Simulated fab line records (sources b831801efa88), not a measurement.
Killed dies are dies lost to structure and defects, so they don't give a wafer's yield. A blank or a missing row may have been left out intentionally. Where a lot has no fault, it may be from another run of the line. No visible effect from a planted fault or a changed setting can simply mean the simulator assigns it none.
fab line records -- flow sky130
record: lots: 5, wafers: 15, last_day: 49
route steps=708 shown LDD_P@263 LDD_HVN@267 LDD_HVP@278 LDD_LDN@289 SPACER@304 PAD_OPEN@708
lots untouched by any fault: they come from a run of this same line in which no faults occurred
start_h: hours from the record's first day to the start of the lot's first wafer shown -- wait_h: hours from the lot's prior step to this one -- " identical to the entry in the row above -- L1.1+2: a single row standing in for several wafers -- - either no value or no given start -- * or withheld: withheld -- < > ~ a bound
route shown NAME@n: NAME is a module with steps in the file, n the number in the route of the first one -- usual: average and standard deviation across the fault-free wafers -- same: alike in all rows -- chamber/n: place in a boat -- sites: readings site by site -- _std_site: the standard deviation of these -- _edge_site: outer sites' mean less inner sites' -- radius_mm: for every site, how far away it sits from the centre of the wafer -- mask NAME#n: copy n -- behind: the tool/chamber that last shaped the wafer -- hold: the reason the lot was held/the length of the hold in hours/how it ended -- device: whichever transistor did not switch (one of n, p or np) -- end of line: tests run on the same wafers once the route is complete -- for a step that has no rows: nothing shown but its recipe -- killed: dies that structure and defects cost at the first sort, which is not the same as the wafer's yield -- map: dies across one wafer; x = killed, . = not, _ = none there
set.NAME: setting as actually run; set.NAME@STEP: the setting as run at that earlier step -- model.NAME: the simulator's own value behind a step, which no gauge read
certain route steps with their lots: each step a table, each wafer a row
services: the hour from which a tool's chamber was out of use, counted from the record's first day as start_h (under 0 if before that day), plus the number of hours and why
== steps ==
step: SKY_LDD_P_OVL_MEAS_08
usual: LDD_P_OVL: 0.2/1.4
lot.wafer,tool,chamber,start_h,wait_h,LDD_P_OVL[nm]
L823.1,overlay-02,-,432.45,0.1,0.1
L823.2,overlay-02,-,432.45,0.1,-0.2
L823.5,overlay-02,-,432.45,0.1,-0.1
L824.2,overlay-02,-,439.81,0.1,-0.1
L824.3,overlay-02,-,439.81,0.1,-0.2
L824.6,overlay-02,-,439.81,0.1,0.1
L829.1,overlay-01,-,487.62,0.1,-0.3
L829.5,overlay-01,-,487.62,0.1,0.1
L829.6,overlay-01,-,487.62,0.1,0.8
L838.3,overlay-02,-,561.18,0.1,-4.6
L838.4,overlay-02,-,561.18,0.1,-2.5
L838.6,overlay-02,-,561.18,0.1,-3.5
L842.2,overlay-01,-,596.11,0.1,-0.3
L842.5,overlay-01,-,596.11,0.1,-0.1
L842.6,overlay-01,-,596.11,0.1,0.4
step: SKY_LDD_P_IMPLANT_09
recipe: species: BF2, energy_kev: 25, dose_cm2: 1e+13, tilt_deg: withheld
step: SKY_LDD_P_STRIP_10
recipe: chemistry: O2/N2, power_w: 1400, pressure_mtorr: 1500, platen_temp_c: withheld, o2_flow_sccm: 3000, n2_flow_sccm: 300, overash_fraction: 0.5
usual: drypump_motor_current_A: 5.7/0.37, oes_product_au: 0.715/0.0051, strip_time_to_endpoint_s: 14.180/0.029
lot.wafer,tool,chamber,start_h,wait_h,drypump_motor_current_A,oes_product_au,rf_hours_counter_h,strip_time_to_endpoint_s
L823.1,plasma_asher-03,1,432.64,0.1,5.6,0.707,62,14.177
L823.2,plasma_asher-03,0,432.64,0.1,5.7,0.716,62,14.130
L823.5,plasma_asher-03,1,432.64,0.1,5.6,0.719,-,14.165
L824.2,plasma_asher-01,1,439.99,0.1,6.1,0.707,31,14.181
L824.3,plasma_asher-01,1,439.99,0.1,6.1,0.722,-,14.174
L824.6,plasma_asher-01,1,439.99,0.1,6.2,0.711,-,14.209
L829.1,plasma_asher-03,0,487.81,0.1,5.7,0.717,68,14.164
L829.5,plasma_asher-03,1,487.81,0.1,5.6,0.716,-,14.230
L829.6,plasma_asher-03,0,487.81,0.1,5.7,0.719,-,14.177
L838.3,plasma_asher-03,0,561.39,0.1,5.7,0.719,-,14.191
L838.4,plasma_asher-03,1,561.39,0.1,5.6,0.715,-,14.227
L838.6,plasma_asher-03,1,561.39,0.1,5.6,0.715,-,14.197
L842.2,plasma_asher-03,0,596.29,0.1,5.7,0.720,79,14.186
L842.5,plasma_asher-03,0,596.29,0.1,5.7,0.724,-,14.190
L842.6,plasma_asher-03,1,596.29,0.1,5.6,0.718,-,14.174
step: SKY_LDD_P_TW_MEAS_11
usual: LDD_P_TW: 638/5.2
lot.wafer,tool,chamber,start_h,wait_h,LDD_P_TW
L823.1,film_metro-02,-,432.74,0.1,627
L823.2,film_metro-02,-,432.74,0.1,628
L823.5,film_metro-02,-,432.74,0.1,627
L824.2,film_metro-03,-,440.10,0.1,643
L824.3,film_metro-03,-,440.10,0.1,640
L824.6,film_metro-03,-,440.10,0.1,639
L829.1,film_metro-02,-,487.91,0.1,629
L829.5,film_metro-02,-,487.91,0.1,629
L829.6,film_metro-02,-,487.91,0.1,625
L838.3,film_metro-03,-,561.48,0.1,641
L838.4,film_metro-03,-,561.48,0.1,639
L838.6,film_metro-03,-,561.48,0.1,643
L842.2,film_metro-02,-,596.40,0.1,630
L842.5,film_metro-02,-,596.40,0.1,631
L842.6,film_metro-02,-,596.40,0.1,631
step: SKY_LDD_HVN_DEHYDRATE_00
recipe: temp_c: 200, time_s: 60
step: SKY_LDD_HVN_HMDS_01
recipe: prime_time_s: 60, prime_temp_c: 120
step: SKY_LDD_HVN_COAT_02
recipe: resist: NOVOLAK, spin_rpm: 3000, resist_thk_nm: 300
step: SKY_LDD_HVN_SOFTBAKE_03
recipe: temp_c: 90, time_s: 60, resist: NOVOLAK
step: SKY_LDD_HVN_EXPOSE_04
recipe: mask_id: HVNTM, na: 0.6, source_shape: conventional, sigma_outer: 0.6, polarization: unpolarized, target_cd_nm: 700, dose_mj: 127
step: SKY_LDD_HVN_PEB_05
recipe: temp_c: withheld, time_s: *, resist: NOVOLAK
step: SKY_LDD_HVN_DEVELOP_06
recipe: resist: NOVOLAK, developer: TMAH, develop_time_s: 60, dev_temp_c: 23
step: SKY_LDD_HVN_OVL_MEAS_07
usual: LDD_HVN_OVL: 0.5/1.4
lot.wafer,tool,chamber,start_h,wait_h,LDD_HVN_OVL[nm]
L823.1,overlay-01,-,463.60,0.1,2.4
L823.2,overlay-01,-,463.60,0.1,1.6
L823.5,overlay-01,-,463.60,0.1,2.1
L824.2,overlay-01,-,470.35,0.1,2.7
L824.3,overlay-01,-,470.35,0.1,3.7
L824.6,overlay-01,-,470.35,0.1,3.1
L829.1,overlay-01,-,518.15,0.1,2.2
L829.5,overlay-01,-,518.15,0.1,2.0
L829.6,overlay-01,-,518.15,0.1,1.9
L838.3,overlay-02,-,590.41,0.1,0.1
L838.4,overlay-02,-,590.41,0.1,1.0
L838.6,overlay-02,-,590.41,0.1,-0.2
L842.2,overlay-01,-,624.90,0.1,0.7
L842.5,overlay-01,-,624.90,0.1,1.6
L842.6,overlay-01,-,624.90,0.1,1.1
step: SKY_LDD_HVN_IMPLANT_08
recipe: species: P, energy_kev: 60, dose_cm2: 3e+13, tilt_deg: 40
usual: beam_energy_keV: 60.003/0.018, beam_on_s: 10.01/0.2, dose_ions_cm2: 3e+13/3.6e+10, end_station_pressure_torr: 5.16e-06/2.7e-07
lot.wafer,tool,chamber,start_h,wait_h,beam_energy_keV,beam_on_s,dose_ions_cm2,end_station_pressure_torr
L823.1,implanter-01,0,463.64,0.0,59.995,9.72,3.005e+13,5.15e-06
L823.2,implanter-01,0,463.64,0.0,60.009,10.16,2.999e+13,5.56e-06
L823.5,implanter-01,0,463.64,0.0,60.015,10.07,2.997e+13,5.44e-06
L824.2,implanter-01,0,470.41,0.0,60.025,10.10,2.995e+13,5.15e-06
L824.3,implanter-01,0,470.41,0.0,60.034,10.07,3e+13,5.17e-06
L824.6,implanter-01,0,470.41,0.0,60.006,10.25,2.999e+13,5.47e-06
L829.1,implanter-02,0,518.18,0.0,59.990,10.23,2.998e+13,4.96e-06
L829.5,implanter-02,0,518.18,0.0,59.987,10.12,3.003e+13,4.81e-06
L829.6,implanter-02,0,518.18,0.0,60.014,10.17,2.999e+13,5.39e-06
L838.3,implanter-02,0,590.48,0.1,59.997,9.99,3.003e+13,5.07e-06
L838.4,implanter-02,0,590.48,0.1,60.010,9.60,3.004e+13,5.09e-06
L838.6,implanter-02,0,590.48,0.1,59.997,10.01,3.006e+13,5.14e-06
L842.2,implanter-04,0,624.96,0.0,60.024,9.94,3.002e+13,5.03e-06
L842.5,implanter-04,0,624.96,0.0,60.020,9.92,3.002e+13,4.81e-06
L842.6,implanter-04,0,624.96,0.0,60.013,10.19,3.002e+13,4.84e-06
step: SKY_LDD_HVN_STRIP_09
recipe: chemistry: O2/N2, power_w: 1400, pressure_mtorr: 1500, platen_temp_c: withheld, o2_flow_sccm: 3000, n2_flow_sccm: 300, overash_fraction: 0.5
usual: drypump_motor_current_A: 5.5/0.35, oes_product_au: 0.408/0.005, strip_time_to_endpoint_s: 4.134/0.015
lot.wafer,tool,chamber,start_h,wait_h,drypump_motor_current_A,oes_product_au,rf_hours_counter_h,strip_time_to_endpoint_s
L823.1,plasma_asher-03,1,463.79,0.1,5.6,0.409,66,4.108
L823.2,plasma_asher-03,0,463.79,0.1,5.7,0.407,66,4.106
L823.5,plasma_asher-03,0,463.79,0.1,5.7,0.398,-,4.121
L824.2,plasma_asher-01,0,470.53,0.1,5.3,0.410,34,4.104
L824.3,plasma_asher-01,1,470.53,0.1,6.2,0.406,-,4.155
L824.6,plasma_asher-01,1,470.53,0.1,6.2,0.414,-,4.142
L829.1,plasma_asher-01,1,518.33,0.1,6.2,0.412,39,4.131
L829.5,plasma_asher-01,0,518.33,0.1,5.3,0.402,-,4.128
L829.6,plasma_asher-01,1,518.33,0.1,6.2,0.412,-,4.142
L838.3,plasma_asher-04,1,590.61,0.1,5.1,0.410,-,4.146
L838.4,plasma_asher-04,0,590.61,0.1,5.3,0.411,-,4.119
L838.6,plasma_asher-04,1,590.61,0.1,5.1,0.408,-,4.119
L842.2,plasma_asher-01,0,625.08,0.1,5.3,0.405,50,4.119
L842.5,plasma_asher-01,1,625.08,0.1,6.2,0.407,-,4.107
L842.6,plasma_asher-01,0,625.08,0.1,5.3,0.403,-,4.114
step: SKY_LDD_HVN_TW_MEAS_10
usual: LDD_HVN_TW: 1438/14
lot.wafer,tool,chamber,start_h,wait_h,LDD_HVN_TW
L823.1,film_metro-01,-,463.89,0.1,1449
L823.2,film_metro-01,-,463.89,0.1,1458
L823.5,film_metro-01,-,463.89,0.1,1456
L824.2,film_metro-03,-,470.64,0.1,1450
L824.3,film_metro-03,-,470.64,0.1,1451
L824.6,film_metro-03,-,470.64,0.1,1441
L829.1,film_metro-03,-,518.43,0.1,1430
L829.5,film_metro-03,-,518.43,0.1,1438
L829.6,film_metro-03,-,518.43,0.1,1442
L838.3,film_metro-03,-,590.70,0.1,1439
L838.4,film_metro-03,-,590.70,0.1,1396
L838.6,film_metro-03,-,590.70,0.1,1440
L842.2,film_metro-01,-,625.19,0.1,1453
L842.5,film_metro-01,-,625.19,0.1,1448
L842.6,film_metro-01,-,625.19,0.1,1448
step: SKY_LDD_HVP_DEHYDRATE_00
recipe: temp_c: 200, time_s: 60
step: SKY_LDD_HVP_HMDS_01
recipe: prime_time_s: 60, prime_temp_c: 120
step: SKY_LDD_HVP_COAT_02
recipe: resist: NOVOLAK, spin_rpm: 3000, resist_thk_nm: 300
step: SKY_LDD_HVP_SOFTBAKE_03
recipe: temp_c: 90, time_s: 60, resist: NOVOLAK
step: SKY_LDD_HVP_EXPOSE_04
recipe: mask_id: HVPTM, na: 0.6, source_shape: conventional, sigma_outer: 0.6, polarization: unpolarized, target_cd_nm: 700, dose_mj: 86
step: SKY_LDD_HVP_PEB_05
recipe: temp_c: withheld, time_s: *, resist: NOVOLAK
step: SKY_LDD_HVP_DEVELOP_06
recipe: resist: NOVOLAK, developer: TMAH, develop_time_s: 60, dev_temp_c: 23
step: SKY_LDD_HVP_OVL_MEAS_07
usual: LDD_HVP_OVL: 1.6/1.9
lot.wafer,tool,chamber,start_h,wait_h,LDD_HVP_OVL[nm]
L823.1,overlay-02,-,495.35,0.1,-1.0
L823.2,overlay-02,-,495.35,0.1,2.1
L823.5,overlay-02,-,495.35,0.1,0.1
L824.2,overlay-01,-,500.50,0.1,3.4
L824.3,overlay-01,-,500.50,0.1,4.2
L824.6,overlay-01,-,500.50,0.1,5.2
L829.1,overlay-02,-,548.28,0.1,1.5
L829.5,overlay-02,-,548.28,0.1,0.8
L829.6,overlay-02,-,548.28,0.1,2.1
L838.3,overlay-02,-,619.66,0.1,3.6
L838.4,overlay-02,-,619.66,0.1,3.1
L838.6,overlay-02,-,619.66,0.1,2.2
L842.2,overlay-02,-,654.10,0.1,-1.9
L842.5,overlay-02,-,654.10,0.1,-1.8
L842.6,overlay-02,-,654.10,0.1,-0.3
step: SKY_LDD_HVP_IMPLANT_08
recipe: species: B, energy_kev: 20, dose_cm2: 1.7e+13, tilt_deg: 17.9
step: SKY_LDD_HVP_STRIP_09
recipe: chemistry: O2/N2, power_w: 1400, pressure_mtorr: 1500, platen_temp_c: withheld, o2_flow_sccm: 3000, n2_flow_sccm: 300, overash_fraction: 0.5
usual: drypump_motor_current_A: 5.5/0.49, oes_product_au: 0.408/0.0048, strip_time_to_endpoint_s: 4.133/0.013
lot.wafer,tool,chamber,start_h,wait_h,drypump_motor_current_A,oes_product_au,rf_hours_counter_h,strip_time_to_endpoint_s
L823.1,plasma_asher-01,1,495.53,0.1,6.1,0.408,37,4.136
L823.2,plasma_asher-01,0,495.53,0.1,5.3,0.409,37,4.153
L823.5,plasma_asher-01,1,495.53,0.1,6.2,0.403,-,4.126
L824.2,plasma_asher-01,1,500.68,0.1,6.2,0.409,38,4.143
L824.3,plasma_asher-01,1,500.68,0.1,6.2,0.405,-,4.125
L824.6,plasma_asher-01,0,500.68,0.1,5.3,0.405,-,4.148
L829.1,plasma_asher-02,1,548.47,0.1,5.1,0.412,84,4.154
L829.5,plasma_asher-02,0,548.47,0.1,6.2,0.407,-,4.147
L829.6,plasma_asher-02,1,548.47,0.1,5.1,0.420,-,4.145
L838.3,plasma_asher-04,1,619.86,0.1,5.2,0.403,-,4.121
L838.4,plasma_asher-04,0,619.86,0.1,5.2,0.408,-,4.136
L838.6,plasma_asher-04,1,619.86,0.1,5.1,0.408,-,4.129
L842.2,plasma_asher-02,1,654.28,0.1,5.1,0.418,95,4.141
L842.5,plasma_asher-02,0,654.28,0.1,6.3,0.401,-,4.116
L842.6,plasma_asher-02,1,654.28,0.1,5.1,0.416,-,4.143
step: SKY_LDD_HVP_TW_MEAS_10
usual: LDD_HVP_TW: 460.0/2.9
lot.wafer,tool,chamber,start_h,wait_h,LDD_HVP_TW
L823.1,film_metro-03,-,495.63,0.1,456.7
L823.2,film_metro-03,-,495.63,0.1,458.7
L823.5,film_metro-03,-,495.63,0.1,457.4
L824.2,film_metro-04,-,500.79,0.1,462.3
L824.3,film_metro-04,-,500.79,0.1,463.6
L824.6,film_metro-04,-,500.79,0.1,461.2
L829.1,film_metro-03,-,548.57,0.1,457.1
L829.5,film_metro-03,-,548.57,0.1,455.1
L829.6,film_metro-03,-,548.57,0.1,455.3
L838.3,film_metro-04,-,619.95,0.1,459.3
L838.4,film_metro-04,-,619.95,0.1,460.3
L838.6,film_metro-04,-,619.95,0.1,460.7
L842.2,film_metro-03,-,654.39,0.1,456.2
L842.5,film_metro-03,-,654.39,0.1,457.2
L842.6,film_metro-03,-,654.39,0.1,458.3
step: SKY_LDD_LDN_DEHYDRATE_00
recipe: temp_c: 200, time_s: 60
step: SKY_LDD_LDN_HMDS_01
recipe: prime_time_s: 60, prime_temp_c: 120
step: SKY_LDD_LDN_COAT_02
recipe: resist: NOVOLAK, spin_rpm: 3000, resist_thk_nm: 1140
step: SKY_LDD_LDN_SOFTBAKE_03
recipe: temp_c: 90, time_s: 60, resist: NOVOLAK
step: SKY_LDD_LDN_EXPOSE_04
recipe: mask_id: LDNTM, na: 0.6, source_shape: conventional, sigma_outer: 0.6, polarization: unpolarized, target_cd_nm: 700, dose_mj: 140
step: SKY_LDD_LDN_PEB_05
recipe: temp_c: withheld, time_s: *, resist: NOVOLAK
step: SKY_LDD_LDN_DEVELOP_06
recipe: resist: NOVOLAK, developer: TMAH, develop_time_s: 60, dev_temp_c: 23
step: SKY_LDD_LDN_OVL_MEAS_07
usual: LDD_LDN_OVL: 1.6/1.3
lot.wafer,tool,chamber,start_h,wait_h,LDD_LDN_OVL[nm]
L823.1,overlay-01,-,526.00,0.1,3.1
L823.2,overlay-01,-,526.00,0.1,0.7
L823.5,overlay-01,-,526.00,0.1,2.5
L824.2,overlay-02,-,530.64,0.1,2.2
L824.3,overlay-02,-,530.64,0.1,0.5
L824.6,overlay-02,-,530.64,0.1,1.1
L829.1,overlay-02,-,577.75,0.1,1.2
L829.5,overlay-02,-,577.75,0.1,0.5
L829.6,overlay-02,-,577.75,0.1,0.0
L838.3,overlay-02,-,648.35,0.1,0.3
L838.4,overlay-02,-,648.35,0.1,0.4
L838.6,overlay-02,-,648.35,0.1,1.1
L842.2,overlay-01,-,682.74,0.1,2.0
L842.5,overlay-01,-,682.74,0.1,1.9
L842.6,overlay-01,-,682.74,0.1,3.5
step: SKY_LDD_LDN_IMPLANT_08
recipe: species: As, energy_kev: 15, dose_cm2: 1.25e+13, tilt_deg: withheld, rotation_deg: 23
step: SKY_LDD_LDN_IMPLANT_09
recipe: species: As, energy_kev: 15, dose_cm2: 1.25e+13, tilt_deg: withheld, rotation_deg: 113
step: SKY_LDD_LDN_IMPLANT_10
recipe: species: As, energy_kev: 15, dose_cm2: 1.25e+13, tilt_deg: withheld, rotation_deg: 203
step: SKY_LDD_LDN_IMPLANT_11
recipe: species: As, energy_kev: 15, dose_cm2: 1.25e+13, tilt_deg: withheld, rotation_deg: 293
step: SKY_LDD_LDN_STRIP_12
recipe: chemistry: O2/N2, power_w: 1400, pressure_mtorr: 1500, platen_temp_c: withheld, o2_flow_sccm: 3000, n2_flow_sccm: 300, overash_fraction: 0.5
usual: drypump_motor_current_A: 5.5/0.41, oes_product_au: 0.716/0.005, strip_time_to_endpoint_s: 14.18/0.03
lot.wafer,tool,chamber,start_h,wait_h,drypump_motor_current_A,oes_product_au,rf_hours_counter_h,strip_time_to_endpoint_s
L823.1,plasma_asher-04,0,526.63,0.1,5.2,0.709,10,14.15
L823.2,plasma_asher-04,1,526.63,0.1,5.0,0.714,10,14.18
L823.5,plasma_asher-04,1,526.63,0.1,5.1,0.715,-,14.19
L824.2,plasma_asher-03,0,531.27,0.1,5.7,0.717,72,14.22
L824.3,plasma_asher-03,0,531.27,0.1,5.7,0.715,-,14.19
L824.6,plasma_asher-03,0,531.27,0.1,5.7,0.716,-,14.17
L829.1,plasma_asher-03,1,578.38,0.1,5.6,0.724,77,14.23
L829.5,plasma_asher-03,0,578.38,0.1,5.7,0.713,-,14.18
L829.6,plasma_asher-03,1,578.38,0.1,5.6,0.716,-,14.20
L838.3,plasma_asher-03,1,649.00,0.1,5.6,0.716,-,14.16
L838.4,plasma_asher-03,0,649.00,0.1,5.7,0.707,-,14.20
L838.6,plasma_asher-03,0,649.00,0.1,5.7,0.712,-,14.20
L842.2,plasma_asher-03,0,683.37,0.1,5.7,0.714,88,14.13
L842.5,plasma_asher-03,1,683.37,0.1,5.6,0.709,-,14.13
L842.6,plasma_asher-03,0,683.37,0.1,5.7,0.719,-,14.15
step: SKY_LDD_LDN_TW_MEAS_13
usual: LDD_LDN_TW: 1492/13
lot.wafer,tool,chamber,start_h,wait_h,LDD_LDN_TW
L823.1,film_metro-02,-,526.73,0.1,1458
L823.2,film_metro-02,-,526.73,0.1,1452
L823.5,film_metro-02,-,526.73,0.1,1468
L824.2,film_metro-01,-,531.38,0.1,1487
L824.3,film_metro-01,-,531.38,0.1,1492
L824.6,film_metro-01,-,531.38,0.1,1495
L829.1,film_metro-04,-,578.48,0.1,1491
L829.5,film_metro-04,-,578.48,0.1,1485
L829.6,film_metro-04,-,578.48,0.1,1493
L838.3,film_metro-01,-,649.09,0.1,1512
L838.4,film_metro-01,-,649.09,0.1,1516
L838.6,film_metro-01,-,649.09,0.1,1520
L842.2,film_metro-01,-,683.48,0.1,1506
L842.5,film_metro-01,-,683.48,0.1,1500
L842.6,film_metro-01,-,683.48,0.1,1501
step: SKY_LDD_LDN_CLEAN_14
recipe: chemistry: SC1/SC2, mix: 1:4:20, temp_c: 70, time_s: 150, dry: n2_spin
step: SKY_SPACER_CVD_00
recipe: material: Si3N4, precursor: DCS/NH3, target_thk_nm: 43.1, temp_c: 770, time_s: 740, pressure_mtorr: 250
step: SKY_PAD_OPEN_PROBE_99
usual: killed_at_M0_to_M3: 43/6.5, killed_at_M4_up: 3.1/1.8, killed_at_contacts: 24/5.6, killed_at_front_end: 15/4.2, killed_at_other: 0.3/0.5, killed_dies: 86/8.9, killed_open: 47/6.9, killed_short: 39/5.9
same: gross_dies: 492, killed_at_back_side: 0
lot.wafer,tool,chamber,start_h,wait_h,killed_at_M0_to_M3,killed_at_M4_up,killed_at_contacts,killed_at_front_end,killed_at_other,killed_dies,killed_open,killed_short,model.etest.tip_n_5v.rs_ohm_sq,model.etest.tip_n_5v.rs_ohm_sq_range,model.etest.tip_n_5v.rs_ohm_sq_rim_less_centre
L823.1,prober-01,-,1073.52,0.1,51,6,20,11,0,88,49,39,1404,42.85,29.56
L823.2,prober-01,-,1073.57,0.1,52,6,13,24,0,95,57,38,1391,40.33,17.44
L823.5,prober-01,-,1073.72,0.2,43,6,26,20,0,95,52,43,1394,31.15,16.07
L824.2,prober-02,-,1076.94,0.1,41,3,21,13,1,79,42,37,1367,31.24,2.141
L824.3,prober-02,-,1076.99,0.2,34,3,27,12,0,76,40,36,1370,19.39,6.524
L824.6,prober-02,-,1077.14,0.2,44,1,18,22,0,85,52,33,1383,41.19,22.02
L829.1,prober-02,-,1109.93,0.1,52,3,21,23,0,99,58,41,1369,28.47,17.67
L829.5,prober-02,-,1110.13,0.2,39,2,18,22,0,81,41,40,1354,17.67,8.242
L829.6,prober-02,-,1110.18,0.2,41,4,25,10,0,80,41,39,1373,23.15,15.49
L838.3,prober-01,-,1156.65,0.2,39,3,33,8,0,83,51,32,1354,20.71,3.76
L838.4,prober-01,-,1156.70,0.2,50,3,23,13,0,89,51,38,1542,176.9,-79.86
L838.6,prober-01,-,1156.80,0.2,39,0,14,10,0,63,33,30,1365,29.41,5.73
L842.2,prober-01,-,1176.58,0.1,48,5,29,15,0,97,56,41,1398,30.03,-3.334
L842.5,prober-01,-,1176.73,0.2,46,3,26,7,0,82,45,37,1384,29.93,-13.8
L842.6,prober-01,-,1176.78,0.2,46,2,27,17,0,92,43,49,1384,20.85,10.84
killed by level:class
L823.1 VIA1:geometric_particle:open=12 METAL1:geometric_particle:short=11 VIA2:geometric_particle:open=7 LI_CONTACT:geometric_particle:open=5 CONTACT:geometric_particle:open=5 VIA1:geometric_particle:short=5 METAL4:geometric_particle:short=5 SPACER:geometric_particle:open=4
L823.2 VIA1:geometric_particle:open=13 VIA2:geometric_particle:open=8 FIELD_ISO:geometric_particle:open=7 VIA3:geometric_particle:open=7 VIA3:geometric_particle:short=5 METAL2:geometric_particle:short=5 METAL4:geometric_particle:short=5 FIELD_ISO:geometric_particle:short=4
L823.5 FIELD_ISO:geometric_particle:open=7 LI_CONTACT:geometric_particle:open=7 VIA1:geometric_particle:open=7 VIA3:geometric_particle:short=6 LOCAL_INTERCONNECT:geometric_particle:short=6 CONTACT:geometric_particle:open=6 METAL1:geometric_particle:short=6 METAL2:geometric_particle:short=6
L824.2 CONTACT:geometric_particle:open=9 VIA3:geometric_particle:short=8 POLY_GATE:geometric_particle:short=6 VIA3:geometric_particle:open=6 VIA1:geometric_particle:open=5 VIA2:geometric_particle:open=5 LOCAL_INTERCONNECT:geometric_particle:short=4 METAL1:geometric_particle:short=4
L824.3 CONTACT:geometric_particle:open=14 VIA1:geometric_particle:open=7 METAL2:geometric_particle:short=6 POLY_GATE:geometric_particle:short=5 METAL1:geometric_particle:short=5 VIA2:geometric_particle:open=5 LI_CONTACT:geometric_particle:open=4 CONTACT:geometric_particle:short=4
L824.6 VIA1:geometric_particle:open=11 VIA2:geometric_particle:open=9 CONTACT:geometric_particle:open=8 POLY_GATE:geometric_particle:open=7 VIA3:geometric_particle:open=7 METAL2:geometric_particle:short=5 LI_CONTACT:geometric_particle:open=5 VIA3:geometric_particle:short=5
L829.1 VIA1:geometric_particle:open=13 LI_CONTACT:geometric_particle:open=12 VIA1:geometric_particle:short=8 VIA2:geometric_particle:open=6 FIELD_ISO:geometric_particle:open=5 FIELD_ISO:geometric_particle:short=5 CONTACT:geometric_particle:open=5 METAL1:geometric_particle:short=5
L829.5 VIA2:geometric_particle:open=9 FIELD_ISO:geometric_particle:short=8 LI_CONTACT:geometric_particle:open=8 METAL3:geometric_particle:short=5 CONTACT:geometric_particle:open=5 METAL1:geometric_particle:short=5 VIA1:geometric_particle:open=5 VIA1:geometric_particle:short=4
L829.6 VIA1:geometric_particle:open=11 LI_CONTACT:geometric_particle:open=8 LOCAL_INTERCONNECT:geometric_particle:short=6 VIA2:geometric_particle:open=5 CONTACT:geometric_particle:short=5 CONTACT:geometric_particle:open=5 POLY_GATE:geometric_particle:open=4 VIA3:geometric_particle:open=4
L838.3 LI_CONTACT:geometric_particle:open=16 CONTACT:geometric_particle:open=8 VIA2:geometric_particle:open=7 VIA1:geometric_particle:open=6 VIA2:geometric_particle:short=6 METAL1:geometric_particle:short=5 FIELD_ISO:geometric_particle:short=4 LI_CONTACT:geometric_particle:short=4
L838.4 VIA1:geometric_particle:open=12 VIA2:geometric_particle:open=8 LI_CONTACT:geometric_particle:open=7 LOCAL_INTERCONNECT:geometric_particle:short=6 METAL1:geometric_particle:short=6 VIA1:geometric_particle:short=5 VIA3:geometric_particle:open=5 POLY_GATE:geometric_particle:open=4
L838.6 METAL1:geometric_particle:short=9 VIA2:geometric_particle:open=5 VIA3:geometric_particle:open=5 LOCAL_INTERCONNECT:geometric_particle:short=5 VIA1:geometric_particle:open=5 POLY_GATE:geometric_particle:short=3 LI_CONTACT:geometric_particle:open=3 CONTACT:geometric_particle:open=3
L842.2 LI_CONTACT:geometric_particle:open=13 VIA1:geometric_particle:open=11 VIA3:geometric_particle:open=10 CONTACT:geometric_particle:short=6 VIA2:geometric_particle:short=6 METAL2:geometric_particle:short=6 FIELD_ISO:geometric_particle:open=5 CONTACT:geometric_particle:open=5
L842.5 LI_CONTACT:geometric_particle:open=10 CONTACT:geometric_particle:open=10 VIA1:geometric_particle:open=9 VIA1:geometric_particle:short=7 VIA2:geometric_particle:open=7 METAL1:geometric_particle:short=4 METAL2:geometric_particle:short=4 VIA3:geometric_particle:short=4
L842.6 VIA1:geometric_particle:open=11 CONTACT:geometric_particle:open=10 FIELD_ISO:geometric_particle:short=6 METAL1:geometric_particle:short=6 CONTACT:geometric_particle:short=6 VIA2:geometric_particle:open=6 LOCAL_INTERCONNECT:geometric_particle:short=5 VIA3:geometric_particle:open=5
== services ==
tool,chamber,start_h,hours,kind
plasma_asher-04,-,421.25,9.0,pm
plasma_asher-04,0,421.25,9.0,vent_cycle
plasma_asher-02,-,437.96,3.0,pm
plasma_asher-02,-,444.37,4.4,repair
plasma_asher-02,-,469.78,2.8,pm
implanter-04,-,473.52,4.6,pm
plasma_asher-02,-,489.08,8.1,repair
implanter-04,-,520.52,10.4,repair
implanter-01,-,527.67,3.7,pm
implanter-02,-,532.48,1.7,repair
implanter-02,-,547.76,19.5,pm
plasma_asher-01,-,562.07,1.5,repair
plasma_asher-03,-,571.94,4.1,repair
implanter-02,-,573.48,1.4,repair
plasma_asher-03,-,584.82,1.6,repair
implanter-02,-,586.72,3.4,repair
implanter-01,-,587.77,3.9,pm
implanter-02,-,600.26,4.1,repair
implanter-02,-,602.17,0.5,repair
plasma_asher-02,-,618.76,0.7,repair
plasma_asher-03,-,621.27,2.5,repair
plasma_asher-01,-,636.05,6.1,repair
implanter-02,-,669.71,5.9,repair
plasma_asher-04,-,672.66,10.0,pm
== key ==
first_sign none at tools or gauges
model_effect: step: SKY_PAD_OPEN_PROBE_99, value: etest.tip_n_5v.rs_ohm_sq, without: 1359, struck: 1542
met_at SKY_LDD_HVN_IMPLANT_08
struck_wafers L838.4
tester_left_out L838
onset_between 518.18 590.48
fault: kind: process_parameter_drift, tool: implanter-02, chamber: -, onset_h: 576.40, steps: SKY_LDD_HVN_IMPLANT_08, channel: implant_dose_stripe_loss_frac, offset: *, shape: step, end_h: 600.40, scope: struck_wafers_only
tester_left_out: of these lots the tester's yield and bins aren't shown, on N5 and GAA mostly nor the transistor test; their killed dies are dies lost to structure and defects alone, not to doping, threshold or leakage, so they don't give the yield
